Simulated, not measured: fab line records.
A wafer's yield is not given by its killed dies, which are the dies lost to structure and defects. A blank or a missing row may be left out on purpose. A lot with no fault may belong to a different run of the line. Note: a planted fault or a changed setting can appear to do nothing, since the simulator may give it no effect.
A struck lot beside a sound one | flow sfq line | 13 out of 325 route steps
Sound: wafers L655.2, L655.4, L655.6. Struck: wafer L650.5 (L650.4, L650.6, from the same lot, were not struck and are left out); the cause is given at the end.
Order at every step that has rows: each side's tool, ch and its chambers, its first start. Under that, the readings that differ: sound wafers | struck wafers | difference of the means | sigmas: that difference in standard deviations of wafers without a fault.
alike: readings with means less than 2 such deviations apart, plus words and numbers identical on both sides. not compared: withheld readings, readings lacking a value on some wafer, bounds such as >300 that could conceal the same value, and numbers that have no deviation in the record and whose values overlap.
Wherever a step has rows on one side only, a row that says differs or no value, or a row with sigmas, the two part there. Numbers that have no deviation but don't overlap get no sigmas and don't part them. A reading that every wafer of one side lacks parts them only if that side has two wafers or more.

first, 1 step without rows for these wafers: SFQ_TRILAYER_M0_DEP_PRE_CLEAN_020 (time 15 s).
SFQ_TRILAYER_M0_DEP_SPUTTER_019: material Nb, target thk 200 nm, time 133.3 s.
  sound on pvd sputter-03 at day 13 17:37; struck on pvd sputter-05 at day 12 04:28
  alike: throttle valve pct
SFQ_M0_RS_MEAS_904: uses a four-point probe to measure.
  sound on film metro-03 at day 13 17:43; struck on film metro-03 at day 12 04:37
  alike: M0_NB_RS
then, 6 steps without rows for these wafers: SFQ_TRILAYER_M0_LITHO_COAT_026 (resist thk 62 nm); SFQ_TRILAYER_M0_LITHO_COAT_021 (resist thk 600 nm); SFQ_TRILAYER_M0_LITHO_SOFTBAKE_025; SFQ_TRILAYER_M0_LITHO_EXPOSE_022 (exposes mask M0, target cd 500 nm); SFQ_TRILAYER_M0_LITHO_PEB_024 (peb time 60 s); SFQ_TRILAYER_M0_LITHO_DEVELOP_023 (time 60 s).
-- the record jumps here: 5 days lie between the struck wafers' starts before and after --
SFQ_M0_OVL_MEAS_906:
  sound on overlay-02 at day 19 07:13; struck on overlay-02 at day 17 03:23
  reading     | sound      | struck | difference | sigmas
  M0_OVL (nm) | -14 -9 -11 | 7      | +18        | +3
SFQ_TRILAYER_M0_BARC_OPEN_METAL_ETCH_031: etches BARC in O2, target depth 125 nm, time 41.7 s.
  sound on rie metal-02 ch 0, day 19 07:14; struck on rie metal-01 ch 0, day 17 03:26
  alike: chamber pressure mTorr, drypump motor current A, he backside leak sccm, oes product au
  not compared: rf hours counter h
SFQ_TRILAYER_M0_ETCH_METAL_ETCH_024: etches Nb in Cl2/Ar, stops on SiO2, target depth 240 nm, time 120 s.
  sound on rie metal-02 ch 0, day 19 07:18; struck on rie metal-01 ch 0, day 17 03:31
  reading                        | sound              | struck | difference | sigmas
  chamber pressure mTorr (mTorr) | 9.997 9.998 10.004 | 11.997 | +1.997     | +99 or more
  alike: drypump motor current A, he backside leak sccm, oes product au
  not compared: rf hours counter h
SFQ_TRILAYER_M0_STRIP_STRIP_025: strips in O2.
  sound on rie metal-02 ch 0, day 19 07:26; struck on rie metal-01 ch 0, day 17 03:47
  alike: drypump motor current A, he backside leak sccm, oes product au
  not compared: rf hours counter h

WHERE THEY PART
First at SFQ_M0_OVL_MEAS_906; last, within this record, at SFQ_TRILAYER_M0_ETCH_METAL_ETCH_024. Later steps at which nothing parts them and some readings are alike: SFQ_TRILAYER_M0_STRIP_STRIP_025.

WHY: whatever the simulator had introduced
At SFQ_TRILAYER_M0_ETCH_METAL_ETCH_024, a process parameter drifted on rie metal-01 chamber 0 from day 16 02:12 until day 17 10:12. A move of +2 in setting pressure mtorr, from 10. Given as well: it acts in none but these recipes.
